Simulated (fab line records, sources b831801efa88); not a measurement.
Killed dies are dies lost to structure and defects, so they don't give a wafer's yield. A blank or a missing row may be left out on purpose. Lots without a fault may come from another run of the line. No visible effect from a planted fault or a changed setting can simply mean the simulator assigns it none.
Which tool was responsible? | flow gf180mcu | 12 lots, 36 wafers sampled, at 5 steps of a route of 602

## WHAT THE GAUGES READ, wafer by wafer
GF_V3_THK_MEAS_01.
lot  | measured     | on            | V3_CVD_00_THK (nm)
L678 | day 23 03:08 | film-metro-02 | 598 612 611
L679 | day 24 02:34 | film-metro-02 | 606 610 603
L683 | day 24 20:47 | film-metro-02 | 606 907 605
L684 | day 25 01:12 | film-metro-04 | 592 898 601
L685 | day 26 02:19 | film-metro-02 | 608 606 911
L690 | day 27 04:43 | film-metro-02 | 604 603 600
L691 | day 27 21:14 | film-metro-04 | 601 595 598
L692 | day 27 22:43 | film-metro-03 | 609 606 597
L693 | day 28 01:26 | film-metro-04 | 590 605 598
L694 | day 28 06:12 | film-metro-04 | 605 600 605
L696 | day 28 22:43 | film-metro-02 | 600 592 594
L698 | day 29 18:53 | film-metro-04 | 610 597 604

## WHICH TOOL RAN EACH LOT (tool, then ch and the chambers of the sampled wafers, then the start)
lot  | GF_V2_ETCH_16                      | GF_M3_SPUTTER_00             | GF_M3_SPUTTER_04             | GF_V3_CVD_00
L678 | rie-diel-01 ch 1,3, day 22 00:41   | pvd-sputter-01, day 22 02:02 | pvd-sputter-01, day 22 02:13 | hdpcvd-01 ch 1,2, day 23 03:04
L679 | rie-diel-02 ch 0,2,3, day 22 12:20 | pvd-sputter-02, day 22 13:44 | pvd-sputter-02, day 22 13:55 | hdpcvd-01 ch 0,1,2, day 24 02:26
L683 | rie-diel-02 ch 0,2, day 23 19:39   | pvd-sputter-01, day 23 21:15 | pvd-sputter-01, day 23 21:26 | hdpcvd-01 ch 0,1,2, day 24 20:43
L684 | rie-diel-02 ch 0,1, day 24 01:34   | pvd-sputter-04, day 24 02:55 | pvd-sputter-04, day 24 03:05 | hdpcvd-01 ch 0,1,2, day 25 01:07
L685 | rie-diel-03 ch 1,2,3, day 25 01:47 | pvd-sputter-01, day 25 03:55 | pvd-sputter-01, day 25 04:06 | hdpcvd-01 ch 0,1,2, day 26 02:14
L690 | rie-diel-02 ch 0,1,3, day 26 04:51 | pvd-sputter-02, day 26 06:14 | pvd-sputter-02, day 26 06:25 | hdpcvd-02 ch 1,2, day 27 04:38
L691 | rie-diel-02 ch 1,2,3, day 26 22:29 | pvd-sputter-02, day 26 23:50 | pvd-sputter-02, day 27 00:01 | hdpcvd-02 ch 0,1, day 27 21:08
L692 | rie-diel-02 ch 1,2, day 26 23:11   | pvd-sputter-02, day 27 00:37 | pvd-sputter-02, day 27 00:48 | hdpcvd-02 ch 0,1,2, day 27 22:38
L693 | rie-diel-02 ch 0,2,3, day 27 01:50 | pvd-sputter-02, day 27 03:13 | pvd-sputter-02, day 27 03:24 | hdpcvd-02 ch 0,1, day 28 01:21
L694 | rie-diel-02 ch 0,1,3, day 27 07:19 | pvd-sputter-01, day 27 08:40 | pvd-sputter-01, day 27 08:50 | hdpcvd-02 ch 1,2, day 28 06:07
L696 | rie-diel-03 ch 0,1, day 28 00:11   | pvd-sputter-04, day 28 01:53 | pvd-sputter-04, day 28 02:04 | hdpcvd-02 ch 0,2, day 28 22:38
L698 | rie-diel-03 ch 0,2,3, day 28 20:37 | pvd-sputter-02, day 28 21:58 | pvd-sputter-02, day 28 22:09 | hdpcvd-01 ch 0,1,2, day 29 18:48
- GF_V2_ETCH_16: etches BARC in N2/H2.
- GF_M3_SPUTTER_00: material Ti, target thk 37.5 nm, time 150 s.
- GF_M3_SPUTTER_04: material TiN, target thk 50 nm, time 41.7 s.
- GF_V3_CVD_00: deposits SiO2, target thk 600 nm, time 100 s.

## WHAT THE TOOLS THEMSELVES READ (means of the sampled wafers that have a number; where no wafer has one, the mark that the record gives instead)
GF_V2_ETCH_16.
lot  | tool        | drypump-motor-current-A (A) | oes-product-au (a.u.) | throttle-valve-pct (%)
L678 | rie-diel-01 | 5.9                         | 0.854                 | 13.228
L679 | rie-diel-02 | 5.7                         | 0.855                 | 13.225
L683 | rie-diel-02 | 6.0                         | 0.849                 | 13.229
L684 | rie-diel-02 | 5.3                         | 0.854                 | 13.222
L685 | rie-diel-03 | 6.1                         | 0.852                 | 13.230
L690 | rie-diel-02 | 5.5                         | 0.856                 | 13.228
L691 | rie-diel-02 | 5.2                         | 0.854                 | 13.220
L692 | rie-diel-02 | 5.1                         | 0.855                 | 13.226
L693 | rie-diel-02 | 5.7                         | 0.854                 | 13.226
L694 | rie-diel-02 | 5.5                         | 0.854                 | 13.224
L696 | rie-diel-03 | 5.5                         | 0.852                 | 13.221
L698 | rie-diel-03 | 5.9                         | 0.857                 | 13.231

GF_M3_SPUTTER_00.
lot  | tool           | throttle-valve-pct (%)
L678 | pvd-sputter-01 | 29.6
L679 | pvd-sputter-02 | 30.3
L683 | pvd-sputter-01 | 27.9
L684 | pvd-sputter-04 | 30.6
L685 | pvd-sputter-01 | 28.8
L690 | pvd-sputter-02 | 29.2
L691 | pvd-sputter-02 | 29.7
L692 | pvd-sputter-02 | 29.8
L693 | pvd-sputter-02 | 29.0
L694 | pvd-sputter-01 | 29.9
L696 | pvd-sputter-04 | 30.7
L698 | pvd-sputter-02 | 29.7

GF_M3_SPUTTER_04.
lot  | tool           | throttle-valve-pct (%)
L678 | pvd-sputter-01 | 29.6
L679 | pvd-sputter-02 | 30.4
L683 | pvd-sputter-01 | 27.9
L684 | pvd-sputter-04 | 30.7
L685 | pvd-sputter-01 | 28.7
L690 | pvd-sputter-02 | 29.3
L691 | pvd-sputter-02 | 29.9
L692 | pvd-sputter-02 | 30.0
L693 | pvd-sputter-02 | 29.0
L694 | pvd-sputter-01 | 29.8
L696 | pvd-sputter-04 | 30.6
L698 | pvd-sputter-02 | 29.7

GF_V3_CVD_00.
lot  | tool      | pressure-mtorr (mTorr) | sih4-flow-sccm (sccm)
L678 | hdpcvd-01 | 6.019                  | 60.17
L679 | hdpcvd-01 | 6.004                  | 60.00
L683 | hdpcvd-01 | 5.994                  | 69.93
L684 | hdpcvd-01 | 5.994                  | 69.96
L685 | hdpcvd-01 | 6.009                  | 69.97
L690 | hdpcvd-02 | 5.989                  | 60.15
L691 | hdpcvd-02 | 6.021                  | 59.98
L692 | hdpcvd-02 | 6.004                  | 59.91
L693 | hdpcvd-02 | 6.001                  | 60.04
L694 | hdpcvd-02 | 5.998                  | 60.11
L696 | hdpcvd-02 | 6.000                  | 59.95
L698 | hdpcvd-01 | 5.996                  | 59.96

## THE ANSWER, worked out from the rows above alone
Rule: usual is defined by the lots themselves. The widest of any qualifying gaps counts: lots, ordered by their means at a reading, are off when they make up no more than a third of the lots, leave a main group of 4 or more, and stand apart from it by 3 or more times the standard deviation of that group's means. A main group is skipped when, at the precision printed for the reading in the tables above, its means are all equal. A lot without any number at a reading at which 4 lots or more have one is off too. The other lots that the step has rows for count as sound. The gauges are gone through in route order, then the tools' own readings, and for those a lot's mean is taken as printed above. At the first step where some lot is off, the reading lying furthest off is the one used; lots without a number count as furthest.
Off: L683, L684, L685, seen at GF_V3_THK_MEAS_01 (V3_CVD_00_THK). The main group: mean 602 nm, standard deviation 3.8.
If a tool, at a process step before that reading, ran all the lots that are off and no sound lot after the first of them, it fits. Not tried: the gauges at GF_V3_THK_MEAS_01; whatever is off there is also off at GF_V3_CVD_00, on other tools, and gauge error can't account for it. Not one of the candidates tried fits.

## WHAT THE SIMULATOR HAD PUT IN
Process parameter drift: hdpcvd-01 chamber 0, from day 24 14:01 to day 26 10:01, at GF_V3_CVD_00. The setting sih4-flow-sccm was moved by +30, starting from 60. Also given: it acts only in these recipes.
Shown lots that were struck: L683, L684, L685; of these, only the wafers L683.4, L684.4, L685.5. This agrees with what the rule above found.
